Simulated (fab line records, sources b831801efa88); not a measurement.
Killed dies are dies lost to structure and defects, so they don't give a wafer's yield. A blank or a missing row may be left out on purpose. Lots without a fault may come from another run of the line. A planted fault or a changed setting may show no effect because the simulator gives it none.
One fault seen from 2 desks | flow sky130 | each desk has only its own numbers; what lay behind them comes last

THE TOOL OWNER'S DESK: litho_track-04
The tool's own readings at SKY_VT_ADJUST_LVTN_SOFTBAKE_14 (time 60 s): means of the sampled wafers that have a number, for each lot that ran on this tool. A lot is out of limits, marked OUT, if its mean lies more than 4 standard deviations from the usual mean; the brackets give that distance.
Columns: A = run_length_s at SKY_VT_ADJUST_LVTN_SOFTBAKE_14, usual 89.05 s
lot  | first seen here | A
L484 | day 7 03:44     | 88.96
L486 | day 7 19:26     | 88.89
L488 | day 8 07:26     | 99.38 (+61) OUT
L491 | day 9 09:46     | 99.47 (+61) OUT
L492 | day 9 14:17     | 99.52 (+62) OUT
L502 | day 12 05:14    | 88.91
L503 | day 12 15:59    | 88.92
This desk's finding: out of limits on L488, L491, L492; first on L488, day 8 07:26 (run_length_s at SKY_VT_ADJUST_LVTN_SOFTBAKE_14). In limits: L484, L486, L502, L503.

THE METROLOGY DESK
What the gauges read, lot by lot, whatever tool the lot ran on: means of the sampled wafers that have a number. A lot is out of limits, marked OUT, if its mean lies more than 4 standard deviations from the usual mean; the brackets give that distance.
Columns: A = NWELL_01_OVL at SKY_NWELL_OVL_MEAS_23, usual 0.7 nm; B = VT_ADJUST_LVTN_TW at SKY_VT_ADJUST_LVTN_TW_MEAS_10, usual 242.1; C = GATE_OXIDE_OXIDATION_00_THK at SKY_GATE_OXIDE_THK_MEAS_02, usual 10.21 nm
lot  | first seen here | A    | B     | C
L484 | day 5 02:43     | 2.0  | 240.5 | 10.16
L486 | day 5 19:10     | 2.3  | 238.1 | 9.80
L488 | day 6 05:58     | 0.6  | 243.6 | 10.42
L491 | day 7 05:49     | 1.2  | 242.9 | 10.01
L492 | day 7 10:59     | 0.1  | 242.6 | 10.08
L494 | day 7 19:56     | 1.8  | 240.9 | 10.43
L497 | day 8 14:32     | 0.2  | 243.3 | 9.92
L500 | day 9 07:25     | -0.4 | 243.2 | 10.12
L501 | day 9 14:10     | 1.4  | 243.2 | 10.22
L502 | day 9 18:46     | -0.3 | 242.3 | 10.37
L503 | day 10 03:22    | 0.4  | 243.8 | 10.30
L504 | day 10 08:55    | 0.5  | 244.1 | 10.49
L506 | day 10 17:28    | 1.1  | 243.3 | 10.37
L507 | day 11 01:58    | 1.5  | 242.0 | 10.38
This desk's finding: nothing out of limits on any of the 14 lots.

PUT TOGETHER
The tool owner's desk could have raised an alarm at day 8 07:26, on L488, L491, L492.
The metrology desk saw nothing out of limits.
The metrology desk has L488, L491, L492 on record, within its limits.
Of the lots named, all ran SKY_VT_ADJUST_LVTN_SOFTBAKE_14 on litho_track-04.

WHAT THE SIMULATOR HAD PUT IN
Process parameter drift: litho_track-04, from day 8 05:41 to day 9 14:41, at SKY_VT_ADJUST_LVTN_SOFTBAKE_14. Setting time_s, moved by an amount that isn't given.
Lots struck among those shown: L488, L491, L492.
Hours from the fault's start to each desk's first reading out of limits: the tool owner's desk, 2.
